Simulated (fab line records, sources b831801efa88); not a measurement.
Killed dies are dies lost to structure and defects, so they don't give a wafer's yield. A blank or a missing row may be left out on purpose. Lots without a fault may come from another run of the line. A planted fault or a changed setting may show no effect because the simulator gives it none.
A sampling plan put to the test | flow sky130 | one fab line, 64 faults that these records tell of, each judged on the records of the lots that it struck
The plan is the line's own looks: the steps of the route at which a gauge or an inspection reads the wafer and doesn't change it. A look can be judged if struck wafers have a number there and the file gives its usual mean and standard deviation on fault-free wafers. Caught: at a look after the fault's first step, the mean of the struck wafers lies 4 or more of those standard deviations (sigma) from the usual mean. On the tool: the same test on the tool's own readings at the fault's steps. Another recipe on the struck wafers, or a record that is blank for them alone, also counts as caught.

THE FAULTS, as the simulator had put them in
1. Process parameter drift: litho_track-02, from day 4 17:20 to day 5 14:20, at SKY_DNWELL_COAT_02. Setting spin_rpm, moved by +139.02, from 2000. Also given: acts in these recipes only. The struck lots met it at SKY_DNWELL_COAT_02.
2. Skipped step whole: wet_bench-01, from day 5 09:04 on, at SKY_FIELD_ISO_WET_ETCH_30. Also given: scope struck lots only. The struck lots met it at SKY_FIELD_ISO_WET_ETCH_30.
3. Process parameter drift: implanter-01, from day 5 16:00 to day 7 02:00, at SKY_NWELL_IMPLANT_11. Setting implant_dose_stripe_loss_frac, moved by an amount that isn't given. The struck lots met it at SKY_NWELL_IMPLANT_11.
4. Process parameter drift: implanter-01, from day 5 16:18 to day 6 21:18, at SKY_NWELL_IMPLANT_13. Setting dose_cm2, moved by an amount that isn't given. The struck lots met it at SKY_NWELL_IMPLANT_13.
5. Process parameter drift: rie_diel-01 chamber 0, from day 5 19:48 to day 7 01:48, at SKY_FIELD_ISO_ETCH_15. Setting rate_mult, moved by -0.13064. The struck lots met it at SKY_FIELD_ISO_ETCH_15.
6. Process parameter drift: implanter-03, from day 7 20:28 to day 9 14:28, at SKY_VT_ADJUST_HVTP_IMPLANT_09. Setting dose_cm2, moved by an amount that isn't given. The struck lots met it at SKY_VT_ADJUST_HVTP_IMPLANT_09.
7. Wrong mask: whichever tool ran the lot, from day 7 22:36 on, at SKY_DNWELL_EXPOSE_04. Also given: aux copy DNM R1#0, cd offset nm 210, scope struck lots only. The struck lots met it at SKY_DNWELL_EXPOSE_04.
8. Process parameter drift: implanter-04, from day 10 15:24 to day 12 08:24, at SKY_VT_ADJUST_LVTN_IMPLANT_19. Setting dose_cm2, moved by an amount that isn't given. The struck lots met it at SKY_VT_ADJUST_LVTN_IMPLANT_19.
9. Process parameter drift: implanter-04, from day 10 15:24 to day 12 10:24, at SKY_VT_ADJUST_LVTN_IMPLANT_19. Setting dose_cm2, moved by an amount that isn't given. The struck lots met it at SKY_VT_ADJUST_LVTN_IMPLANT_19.
10. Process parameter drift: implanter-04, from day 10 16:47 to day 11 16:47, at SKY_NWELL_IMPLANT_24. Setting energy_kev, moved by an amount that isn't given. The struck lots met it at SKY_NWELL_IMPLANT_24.
11. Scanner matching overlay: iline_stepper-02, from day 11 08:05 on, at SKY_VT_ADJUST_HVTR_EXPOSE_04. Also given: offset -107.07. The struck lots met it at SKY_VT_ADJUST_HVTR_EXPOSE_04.
12. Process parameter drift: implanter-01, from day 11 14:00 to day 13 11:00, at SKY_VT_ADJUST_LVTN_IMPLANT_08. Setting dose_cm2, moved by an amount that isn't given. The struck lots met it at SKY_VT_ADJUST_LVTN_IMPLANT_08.
13. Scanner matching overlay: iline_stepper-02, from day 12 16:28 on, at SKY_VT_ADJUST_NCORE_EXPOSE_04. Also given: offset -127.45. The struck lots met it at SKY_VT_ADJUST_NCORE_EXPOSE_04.
14. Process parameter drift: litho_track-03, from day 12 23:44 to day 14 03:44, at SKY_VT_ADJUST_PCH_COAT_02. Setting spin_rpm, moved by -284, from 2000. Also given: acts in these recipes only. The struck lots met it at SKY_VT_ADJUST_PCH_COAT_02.
15. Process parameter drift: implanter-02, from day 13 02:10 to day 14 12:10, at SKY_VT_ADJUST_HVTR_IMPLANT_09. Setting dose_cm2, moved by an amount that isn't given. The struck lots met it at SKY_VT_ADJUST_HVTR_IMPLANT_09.
16. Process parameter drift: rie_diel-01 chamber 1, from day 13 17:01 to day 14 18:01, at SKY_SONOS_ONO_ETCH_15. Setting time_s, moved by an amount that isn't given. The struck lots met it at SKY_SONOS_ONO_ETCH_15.
17. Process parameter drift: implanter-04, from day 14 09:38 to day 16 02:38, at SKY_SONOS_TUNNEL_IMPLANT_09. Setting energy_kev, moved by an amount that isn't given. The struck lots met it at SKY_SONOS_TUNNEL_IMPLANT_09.
18. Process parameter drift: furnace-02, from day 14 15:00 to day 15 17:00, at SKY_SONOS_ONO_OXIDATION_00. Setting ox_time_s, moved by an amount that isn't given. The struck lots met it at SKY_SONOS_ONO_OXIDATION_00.
19. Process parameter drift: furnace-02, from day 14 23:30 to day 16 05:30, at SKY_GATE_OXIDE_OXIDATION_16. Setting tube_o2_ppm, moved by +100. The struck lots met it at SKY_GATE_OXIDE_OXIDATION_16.
20. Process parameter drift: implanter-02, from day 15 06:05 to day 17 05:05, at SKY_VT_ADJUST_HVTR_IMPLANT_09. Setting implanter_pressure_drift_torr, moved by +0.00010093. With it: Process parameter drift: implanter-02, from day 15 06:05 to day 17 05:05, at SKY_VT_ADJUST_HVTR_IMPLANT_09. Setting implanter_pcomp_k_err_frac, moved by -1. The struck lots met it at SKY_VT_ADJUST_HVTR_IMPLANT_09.
21. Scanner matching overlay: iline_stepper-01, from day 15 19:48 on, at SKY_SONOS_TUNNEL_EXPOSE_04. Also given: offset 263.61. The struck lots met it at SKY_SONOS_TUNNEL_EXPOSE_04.
22. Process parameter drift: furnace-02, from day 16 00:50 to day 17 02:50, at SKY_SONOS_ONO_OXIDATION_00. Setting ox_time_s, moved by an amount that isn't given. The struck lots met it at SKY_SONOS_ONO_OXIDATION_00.
23. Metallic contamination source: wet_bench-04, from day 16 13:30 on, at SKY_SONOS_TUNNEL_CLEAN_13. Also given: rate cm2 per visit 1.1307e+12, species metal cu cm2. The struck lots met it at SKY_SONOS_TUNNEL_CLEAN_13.
24. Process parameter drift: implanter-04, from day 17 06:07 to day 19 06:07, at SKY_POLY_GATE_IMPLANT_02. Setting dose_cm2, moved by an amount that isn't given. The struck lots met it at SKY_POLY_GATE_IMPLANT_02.
25. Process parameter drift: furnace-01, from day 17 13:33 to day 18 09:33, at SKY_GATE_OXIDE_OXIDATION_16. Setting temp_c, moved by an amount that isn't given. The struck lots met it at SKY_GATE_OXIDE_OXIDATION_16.
26. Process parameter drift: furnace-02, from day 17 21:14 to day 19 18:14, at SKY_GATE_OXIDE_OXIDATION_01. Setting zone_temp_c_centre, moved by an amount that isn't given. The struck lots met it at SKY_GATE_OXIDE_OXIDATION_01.
27. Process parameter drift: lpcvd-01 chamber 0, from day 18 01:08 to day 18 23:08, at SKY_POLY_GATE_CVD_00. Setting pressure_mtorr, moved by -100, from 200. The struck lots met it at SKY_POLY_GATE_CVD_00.
28. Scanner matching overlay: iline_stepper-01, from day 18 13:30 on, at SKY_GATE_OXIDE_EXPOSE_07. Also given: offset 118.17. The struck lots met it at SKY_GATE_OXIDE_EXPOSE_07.
29. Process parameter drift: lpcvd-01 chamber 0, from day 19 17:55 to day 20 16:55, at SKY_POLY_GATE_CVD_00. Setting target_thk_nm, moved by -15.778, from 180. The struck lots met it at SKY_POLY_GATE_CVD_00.
30. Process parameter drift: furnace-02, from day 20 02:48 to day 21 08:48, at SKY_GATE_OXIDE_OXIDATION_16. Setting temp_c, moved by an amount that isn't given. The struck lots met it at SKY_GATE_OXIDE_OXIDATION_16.
31. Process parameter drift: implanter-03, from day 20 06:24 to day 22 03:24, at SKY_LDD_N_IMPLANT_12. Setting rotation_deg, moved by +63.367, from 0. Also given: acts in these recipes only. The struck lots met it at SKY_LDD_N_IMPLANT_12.
32. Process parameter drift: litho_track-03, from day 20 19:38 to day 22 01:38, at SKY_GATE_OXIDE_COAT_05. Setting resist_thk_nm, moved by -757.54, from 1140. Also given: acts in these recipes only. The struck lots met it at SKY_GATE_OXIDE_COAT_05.
33. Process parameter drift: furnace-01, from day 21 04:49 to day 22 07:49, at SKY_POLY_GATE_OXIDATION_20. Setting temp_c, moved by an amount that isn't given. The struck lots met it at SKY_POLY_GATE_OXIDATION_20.
34. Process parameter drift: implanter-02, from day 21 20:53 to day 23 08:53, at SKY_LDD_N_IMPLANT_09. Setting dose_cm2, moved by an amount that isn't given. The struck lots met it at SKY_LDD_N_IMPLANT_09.
35. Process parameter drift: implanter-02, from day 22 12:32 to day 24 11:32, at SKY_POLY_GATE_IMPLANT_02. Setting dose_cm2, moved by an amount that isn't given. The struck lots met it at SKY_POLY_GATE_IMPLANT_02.
36. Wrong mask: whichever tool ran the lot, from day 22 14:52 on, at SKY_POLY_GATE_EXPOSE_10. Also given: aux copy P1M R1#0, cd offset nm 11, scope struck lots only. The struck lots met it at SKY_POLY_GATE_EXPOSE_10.
37. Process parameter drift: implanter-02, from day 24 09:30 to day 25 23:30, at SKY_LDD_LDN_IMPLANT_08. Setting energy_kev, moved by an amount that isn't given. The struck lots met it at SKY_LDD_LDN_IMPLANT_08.
38. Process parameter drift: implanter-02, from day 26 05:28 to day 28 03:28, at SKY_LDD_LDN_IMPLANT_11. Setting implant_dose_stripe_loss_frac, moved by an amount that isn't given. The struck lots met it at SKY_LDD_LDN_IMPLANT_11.
39. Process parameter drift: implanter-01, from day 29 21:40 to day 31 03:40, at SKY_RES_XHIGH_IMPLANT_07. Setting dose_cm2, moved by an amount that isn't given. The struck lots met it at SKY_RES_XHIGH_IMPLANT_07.
40. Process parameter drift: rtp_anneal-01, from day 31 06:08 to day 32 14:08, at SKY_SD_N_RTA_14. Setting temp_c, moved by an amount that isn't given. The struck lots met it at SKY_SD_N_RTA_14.
41. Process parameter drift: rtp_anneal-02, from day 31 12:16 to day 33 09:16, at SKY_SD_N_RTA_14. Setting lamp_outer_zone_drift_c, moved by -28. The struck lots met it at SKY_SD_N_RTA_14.
42. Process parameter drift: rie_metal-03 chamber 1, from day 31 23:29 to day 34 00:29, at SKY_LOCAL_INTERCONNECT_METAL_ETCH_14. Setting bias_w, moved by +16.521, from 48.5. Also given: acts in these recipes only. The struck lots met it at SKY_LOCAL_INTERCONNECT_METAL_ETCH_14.
43. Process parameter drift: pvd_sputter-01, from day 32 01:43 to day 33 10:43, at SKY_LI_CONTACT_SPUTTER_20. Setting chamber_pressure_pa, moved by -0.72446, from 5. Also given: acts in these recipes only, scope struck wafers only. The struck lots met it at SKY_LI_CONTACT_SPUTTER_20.
44. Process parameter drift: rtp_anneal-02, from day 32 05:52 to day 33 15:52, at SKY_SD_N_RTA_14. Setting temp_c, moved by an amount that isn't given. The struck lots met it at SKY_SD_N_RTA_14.
45. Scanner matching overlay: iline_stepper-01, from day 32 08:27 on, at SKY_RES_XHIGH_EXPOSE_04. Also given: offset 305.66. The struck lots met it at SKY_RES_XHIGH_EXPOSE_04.
46. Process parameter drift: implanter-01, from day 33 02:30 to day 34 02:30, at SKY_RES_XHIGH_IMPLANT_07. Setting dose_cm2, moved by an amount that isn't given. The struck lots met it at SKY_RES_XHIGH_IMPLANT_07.
47. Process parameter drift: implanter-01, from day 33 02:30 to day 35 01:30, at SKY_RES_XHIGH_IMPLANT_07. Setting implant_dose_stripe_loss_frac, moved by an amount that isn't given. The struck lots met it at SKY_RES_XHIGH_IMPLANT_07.
48. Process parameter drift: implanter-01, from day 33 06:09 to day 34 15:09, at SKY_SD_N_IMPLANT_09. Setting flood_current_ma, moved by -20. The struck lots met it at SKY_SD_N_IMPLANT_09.
49. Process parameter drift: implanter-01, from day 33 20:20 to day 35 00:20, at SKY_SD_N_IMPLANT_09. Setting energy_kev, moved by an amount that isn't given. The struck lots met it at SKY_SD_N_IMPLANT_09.
50. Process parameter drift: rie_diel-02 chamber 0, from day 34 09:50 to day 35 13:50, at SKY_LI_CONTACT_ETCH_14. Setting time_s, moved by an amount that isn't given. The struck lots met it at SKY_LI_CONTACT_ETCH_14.
51. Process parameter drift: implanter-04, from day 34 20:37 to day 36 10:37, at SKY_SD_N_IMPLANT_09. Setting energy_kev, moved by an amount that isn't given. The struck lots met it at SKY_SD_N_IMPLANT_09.
52. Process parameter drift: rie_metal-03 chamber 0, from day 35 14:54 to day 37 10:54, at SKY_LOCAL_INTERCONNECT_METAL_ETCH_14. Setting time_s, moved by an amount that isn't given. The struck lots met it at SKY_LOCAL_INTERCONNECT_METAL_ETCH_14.
53. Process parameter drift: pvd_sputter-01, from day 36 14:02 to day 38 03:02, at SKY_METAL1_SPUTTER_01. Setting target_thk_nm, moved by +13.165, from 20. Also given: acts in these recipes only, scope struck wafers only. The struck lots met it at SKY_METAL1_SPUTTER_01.
54. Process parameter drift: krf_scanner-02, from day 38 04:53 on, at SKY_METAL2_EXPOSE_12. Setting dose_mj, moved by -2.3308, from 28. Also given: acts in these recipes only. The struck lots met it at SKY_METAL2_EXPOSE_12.
55. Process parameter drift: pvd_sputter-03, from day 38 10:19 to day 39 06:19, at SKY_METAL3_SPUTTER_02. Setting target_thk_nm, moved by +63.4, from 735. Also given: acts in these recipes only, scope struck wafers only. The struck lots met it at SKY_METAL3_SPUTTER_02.
56. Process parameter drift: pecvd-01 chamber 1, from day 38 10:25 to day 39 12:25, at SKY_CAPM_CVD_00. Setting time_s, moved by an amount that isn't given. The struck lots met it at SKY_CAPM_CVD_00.
57. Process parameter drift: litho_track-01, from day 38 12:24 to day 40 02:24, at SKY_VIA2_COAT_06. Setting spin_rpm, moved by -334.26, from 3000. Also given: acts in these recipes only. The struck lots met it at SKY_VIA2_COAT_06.
58. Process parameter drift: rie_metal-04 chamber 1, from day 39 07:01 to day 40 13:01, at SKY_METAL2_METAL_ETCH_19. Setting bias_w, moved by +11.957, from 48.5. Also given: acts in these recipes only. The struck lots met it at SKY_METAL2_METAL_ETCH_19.
59. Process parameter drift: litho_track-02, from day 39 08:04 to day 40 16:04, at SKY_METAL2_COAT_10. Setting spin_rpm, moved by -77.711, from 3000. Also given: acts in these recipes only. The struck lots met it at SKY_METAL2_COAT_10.
60. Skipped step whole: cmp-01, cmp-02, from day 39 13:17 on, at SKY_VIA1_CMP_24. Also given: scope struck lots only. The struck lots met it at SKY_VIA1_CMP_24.
61. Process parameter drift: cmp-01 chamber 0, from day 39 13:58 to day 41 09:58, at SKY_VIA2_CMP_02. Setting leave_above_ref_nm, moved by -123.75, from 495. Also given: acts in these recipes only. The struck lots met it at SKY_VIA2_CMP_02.
62. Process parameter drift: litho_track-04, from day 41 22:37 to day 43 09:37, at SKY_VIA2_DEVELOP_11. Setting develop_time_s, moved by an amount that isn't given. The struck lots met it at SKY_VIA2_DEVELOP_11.
63. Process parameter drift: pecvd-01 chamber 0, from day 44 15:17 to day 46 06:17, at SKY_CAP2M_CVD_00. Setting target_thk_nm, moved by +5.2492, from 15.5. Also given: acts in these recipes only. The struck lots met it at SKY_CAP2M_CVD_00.
64. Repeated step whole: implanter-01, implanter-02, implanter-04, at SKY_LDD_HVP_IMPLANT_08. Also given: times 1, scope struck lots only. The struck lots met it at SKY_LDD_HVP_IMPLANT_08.

WHAT THE PLAN SAW
fault | on the tool itself                               | first look that catches it                      | reading, sigma                                       | median hours from its first step to that look | hours from the fault's start to the first struck lot there | judged looks passed uncaught
1     | spin_speed_rpm +92 sigma                         | none of the 2 looks that can be judged after it | -                                                    | -                                             | -                                                          | 2
2     | no reading that can be judged                    | no look after it can be judged                  | -                                                    | -                                             | -                                                          | 0
3     | no reading that can be judged                    | SKY_NWELL_RS_MEAS_29                            | NWELL_RS +12                                         | 20.0                                          | 24                                                         | 0
4     | dose_ions_cm2 -99 or beyond sigma                | SKY_NWELL_RS_MEAS_29                            | NWELL_RS +8.5                                        | 19.7                                          | 24                                                         | 0
5     | only faintly: oes_product_au -3.5 sigma          | none of the 2 looks that can be judged after it | -                                                    | -                                             | -                                                          | 2
6     | dose_ions_cm2 -91 sigma                          | SKY_VT_ADJUST_HVTP_TW_MEAS_11                   | VT_ADJUST_HVTP_TW -6.3                               | 0.2                                           | 2                                                          | 0
7     | under 2 sigma                                    | no look after it can be judged                  | -                                                    | -                                             | -                                                          | 0
8     | dose_ions_cm2 -99 or beyond sigma                | SKY_VT_ADJUST_LVTN_TW_MEAS_21                   | VT_ADJUST_LVTN_2_TW -7.7                             | 0.2                                           | 14                                                         | 0
9     | dose_ions_cm2 -99 or beyond sigma                | SKY_VT_ADJUST_LVTN_TW_MEAS_21                   | VT_ADJUST_LVTN_2_TW -6.7                             | 0.2                                           | 14                                                         | 0
10    | beam_energy_keV +99 or beyond sigma              | no look after it can be judged                  | -                                                    | -                                             | -                                                          | 0
11    | no reading that can be judged                    | SKY_VT_ADJUST_HVTR_OVL_MEAS_08                  | VT_ADJUST_HVTR_OVL -76                               | 11.8                                          | 16                                                         | 0
12    | dose_ions_cm2 +99 or beyond sigma                | SKY_VT_ADJUST_LVTN_TW_MEAS_10                   | VT_ADJUST_LVTN_TW +12                                | 0.2                                           | 1                                                          | 0
13    | no reading that can be judged                    | SKY_VT_ADJUST_NCORE_OVL_MEAS_08                 | VT_ADJUST_NCORE_OVL -79                              | 12.5                                          | 23                                                         | 0
14    | spin_speed_rpm -99 or beyond sigma               | no look after it can be judged                  | -                                                    | -                                             | -                                                          | 0
15    | dose_ions_cm2 -99 or beyond sigma                | SKY_VT_ADJUST_HVTR_TW_MEAS_11                   | VT_ADJUST_HVTR_TW -10                                | 0.2                                           | 3                                                          | 0
16    | under 2 sigma                                    | none of the 2 looks that can be judged after it | -                                                    | -                                             | -                                                          | 2
17    | beam_energy_keV +99 or beyond sigma              | no look after it can be judged                  | -                                                    | -                                             | -                                                          | 0
18    | no reading that can be judged                    | SKY_SONOS_ONO_THK_MEAS_01                       | SONOS_ONO_OXIDATION_THK +14                          | 1.4                                           | 0                                                          | 0
19    | under 2 sigma                                    | none of the 5 looks that can be judged after it | -                                                    | -                                             | -                                                          | 5
20    | end_station_pressure_torr +99 or beyond sigma    | SKY_VT_ADJUST_HVTR_TW_MEAS_11                   | VT_ADJUST_HVTR_TW +5.2                               | 0.2                                           | 4                                                          | 0
21    | under 2 sigma                                    | SKY_SONOS_TUNNEL_OVL_MEAS_08                    | SONOS_TUNNEL_OVL +99 or beyond                       | 13.6                                          | 29                                                         | 0
22    | under 2 sigma                                    | SKY_SONOS_ONO_THK_MEAS_01                       | SONOS_ONO_OXIDATION_THK +5.6                         | 1.4                                           | 5                                                          | 0
23    | no reading that can be judged                    | none of the 6 looks that can be judged after it | -                                                    | -                                             | -                                                          | 6
24    | dose_ions_cm2 -99 or beyond sigma                | SKY_RES_PROTECT_TW_MEAS_08                      | POLY_GATE_TW -6.4                                    | 0.2                                           | 7                                                          | 0
25    | spike_tc_lower_C -10 sigma                       | no look after it can be judged                  | -                                                    | -                                             | -                                                          | 0
26    | zone_power_centre_pct -40 sigma                  | SKY_GATE_OXIDE_THK_MEAS_02                      | GATE_OXIDE_OXIDATION_00_THK -4.2                     | 1.4                                           | 9                                                          | 0
27    | pressure_mtorr -99 or beyond sigma               | SKY_POLY_GATE_THK_MEAS_01                       | POLY_GATE_CVD_00_THK -31                             | 1.5                                           | 6                                                          | 0
28    | under 2 sigma                                    | SKY_GATE_OXIDE_OVL_MEAS_10                      | GATE_OXIDE_OVL +64                                   | 15.2                                          | 23                                                         | 0
29    | under 2 sigma                                    | SKY_POLY_GATE_THK_MEAS_01                       | POLY_GATE_CVD_00_THK -10                             | 1.8                                           | 9                                                          | 0
30    | tube_center_temp_C -99 or beyond sigma           | no look after it can be judged                  | -                                                    | -                                             | -                                                          | 0
31    | rotation_deg +99 or beyond sigma                 | no look after it can be judged                  | -                                                    | -                                             | -                                                          | 0
32    | no reading that can be judged                    | no look after it can be judged                  | -                                                    | -                                             | -                                                          | 0
33    | tube_center_temp_C +99 or beyond sigma           | SKY_POLY_GATE_THK_MEAS_21                       | POLY_GATE_OXIDATION_THK +27                          | 1.3                                           | 8                                                          | 0
34    | dose_ions_cm2 +99 or beyond sigma                | no look after it can be judged                  | -                                                    | -                                             | -                                                          | 0
35    | dose_ions_cm2 -99 or beyond sigma                | SKY_RES_PROTECT_TW_MEAS_08                      | POLY_GATE_TW -8.7                                    | 0.2                                           | 27                                                         | 0
36    | no reading that can be judged                    | SKY_POLY_GATE_CD_MEAS_13                        | cd_nm +9.1                                           | 14.2                                          | 20                                                         | 0
37    | beam_energy_keV +99 or beyond sigma              | no look after it can be judged                  | -                                                    | -                                             | -                                                          | 0
38    | under 2 sigma                                    | none of the 6 looks that can be judged after it | -                                                    | -                                             | -                                                          | 6
39    | dose_ions_cm2 -87 sigma                          | SKY_SD_N_RS_MEAS_18                             | RES_XHIGH_RS +19                                     | 29.4                                          | 31                                                         | 1
40    | wafer_temp_C_max -19 sigma                       | SKY_SD_N_RS_MEAS_16                             | SD_N_RS +40                                          | 0.2                                           | 6                                                          | 0
41    | under 2 sigma                                    | SKY_SD_N_RS_MEAS_16                             | SD_N_RS +26                                          | 0.2                                           | 8                                                          | 0
42    | bias_w +99 or beyond sigma                       | no look after it can be judged                  | -                                                    | -                                             | -                                                          | 0
43    | chamber_pressure_pa -74 sigma                    | no look after it can be judged                  | -                                                    | -                                             | -                                                          | 0
44    | wafer_temp_C_max +16 sigma                       | SKY_SD_N_RS_MEAS_16                             | SD_N_RS -40                                          | 0.2                                           | 10                                                         | 0
45    | under 2 sigma                                    | not the one look that can be judged after it    | -                                                    | -                                             | -                                                          | 1
46    | dose_ions_cm2 -81 sigma                          | SKY_SD_N_RS_MEAS_18                             | RES_XHIGH_RS +19                                     | 27.2                                          | 37                                                         | 1
47    | no reading that can be judged                    | none of the 9 looks that can be judged after it | strongest: RES_XHIGH_RS at SKY_SD_N_RS_MEAS_18, +2.5 | -                                             | -                                                          | 9
48    | no reading that can be judged                    | none of the 8 looks that can be judged after it | -                                                    | -                                             | -                                                          | 8
49    | beam_energy_keV +99 or beyond sigma              | SKY_SD_N_RS_MEAS_16                             | SD_N_RS -16                                          | 0.7                                           | 2                                                          | 0
50    | run_length_s -95 sigma                           | no look after it can be judged                  | -                                                    | -                                             | -                                                          | 0
51    | beam_energy_keV -99 or beyond sigma              | SKY_SD_N_TW_MEAS_12                             | SD_N_TW -6.5                                         | 0.4                                           | 6                                                          | 0
52    | run_length_s -9.8 sigma                          | no look after it can be judged                  | -                                                    | -                                             | -                                                          | 0
53    | only faintly: throttle_valve_pct -2.1 sigma      | not the one look that can be judged after it    | -                                                    | -                                             | -                                                          | 1
54    | exposure_dose_mJ_cm2 -68 sigma                   | SKY_METAL2_CD_MEAS_15                           | cd_nm +11                                            | 12.1                                          | 30                                                         | 0
55    | under 2 sigma                                    | not the one look that can be judged after it    | -                                                    | -                                             | -                                                          | 1
56    | under 2 sigma                                    | SKY_CAPM_THK_MEAS_01                            | CAPM_CVD_00_THK +4.3                                 | 0.0                                           | 6                                                          | 0
57    | spin_speed_rpm -99 or beyond sigma               | no look after it can be judged                  | -                                                    | -                                             | -                                                          | 0
58    | bias_w +74 sigma                                 | not the one look that can be judged after it    | -                                                    | -                                             | -                                                          | 1
59    | spin_speed_rpm -31 sigma                         | none of the 2 looks that can be judged after it | -                                                    | -                                             | -                                                          | 2
60    | the tool's record is blank for the struck wafers | no look after it can be judged                  | -                                                    | -                                             | -                                                          | 0
61    | under 2 sigma                                    | not the one look that can be judged after it    | -                                                    | -                                             | -                                                          | 1
62    | under 2 sigma                                    | none of the 2 looks that can be judged after it | -                                                    | -                                             | -                                                          | 2
63    | under 2 sigma                                    | SKY_CAP2M_THK_MEAS_01                           | CAP2M_CVD_00_THK +19                                 | 0.0                                           | 5                                                          | 0
64    | under 2 sigma                                    | SKY_LDD_HVP_TW_MEAS_10                          | LDD_HVP_TW +23                                       | 0.7                                           | -                                                          | 0
A dash: the fault isn't caught, or these records don't give the number.

Caught at a look: 32 of 64. Caught on the tool: 36 of 64. By one or the other: 49 of 64.
Caught on the tool alone: faults 1, 10, 14, 17, 25, 30, 31, 34, 37, 42, 43, 50, 52, 57, 58, 59, 60.
Caught at a look alone: faults 3, 11, 13, 18, 21, 22, 28, 29, 36, 41, 56, 63, 64.
Caught by neither: faults 2, 5, 7, 16, 19, 23, 32, 38, 45, 47, 48, 53, 55, 61, 62.

THINNER SAMPLING
If the look that catches a fault measured only every second or every third lot, by lot number, the first struck lot would be measured this late in the worst case:
fault | struck lots at that look, in order of time | every lot | every second lot | every third lot
3     | L634, L636, L638                           | 24 h      | may miss all 3   | 48 h
4     | L185, L187, L189                           | 24 h      | may miss all 3   | 48 h
6     | L580, L584, L585                           | 2 h       | 36 h             | 36 h
8     | L605, L608                                 | 14 h      | 39 h             | may miss all 2
9     | L506, L509                                 | 14 h      | 39 h             | may miss all 2
11    | L415, L417                                 | 16 h      | may miss all 2   | may miss all 2
12    | L559, L563                                 | 1 h       | may miss all 2   | may miss all 2
13    | L722, L723                                 | 23 h      | 23 h             | may miss all 2
15    | L321, L324                                 | 3 h       | 31 h             | may miss all 2
18    | L677, L678, L679                           | 0 h       | 3 h              | 14 h
20    | L824, L825                                 | 4 h       | 10 h             | may miss all 2
21    | L726, L727                                 | 29 h      | 30 h             | may miss all 2
22    | L267, L268                                 | 5 h       | 18 h             | may miss all 2
24    | L362, L365                                 | 7 h       | 31 h             | may miss all 2
26    | L956, L959                                 | 9 h       | 25 h             | may miss all 2
27    | L808, L809                                 | 6 h       | 18 h             | may miss all 2
28    | L929, L934                                 | 23 h      | 57 h             | may miss all 2
29    | L920, L921                                 | 9 h       | 15 h             | may miss all 2
33    | L484, L485                                 | 8 h       | 16 h             | may miss all 2
35    | L684, L685                                 | 27 h      | 37 h             | may miss all 2
36    | L498                                       | 20 h      | may miss it      | may miss it
39    | L127, L128, L129                           | 31 h      | 39 h             | 47 h
40    | L552, L554                                 | 6 h       | may miss all 2   | may miss all 2
41    | L528, L530                                 | 8 h       | may miss all 2   | may miss all 2
44    | L344, L346                                 | 10 h      | may miss all 2   | may miss all 2
46    | L778, L779                                 | 37 h      | 49 h             | may miss all 2
49    | L793, L794                                 | 2 h       | 12 h             | may miss all 2
51    | L726, L728                                 | 6 h       | may miss all 2   | may miss all 2
54    | L234, L238                                 | 30 h      | may miss all 2   | may miss all 2
56    | L219                                       | 6 h       | may miss it      | may miss it
63    | L908                                       | 5 h       | may miss it      | may miss it
Hours are from the fault's start to the first struck lot that is measured. The limit of 4 sigma was tested on all struck wafers together, so one lot alone may lie under it. Other struck lots may not be in these records.

THE LONGEST TIMED WAY FROM STEP TO LOOK
Fault 39: a median of 29.4 hours passes between SKY_RES_XHIGH_IMPLANT_07 and SKY_SD_N_RS_MEAS_18. The look between them that can be judged stayed within 4 sigma: SKY_RES_XHIGH_TW_MEAS_09.
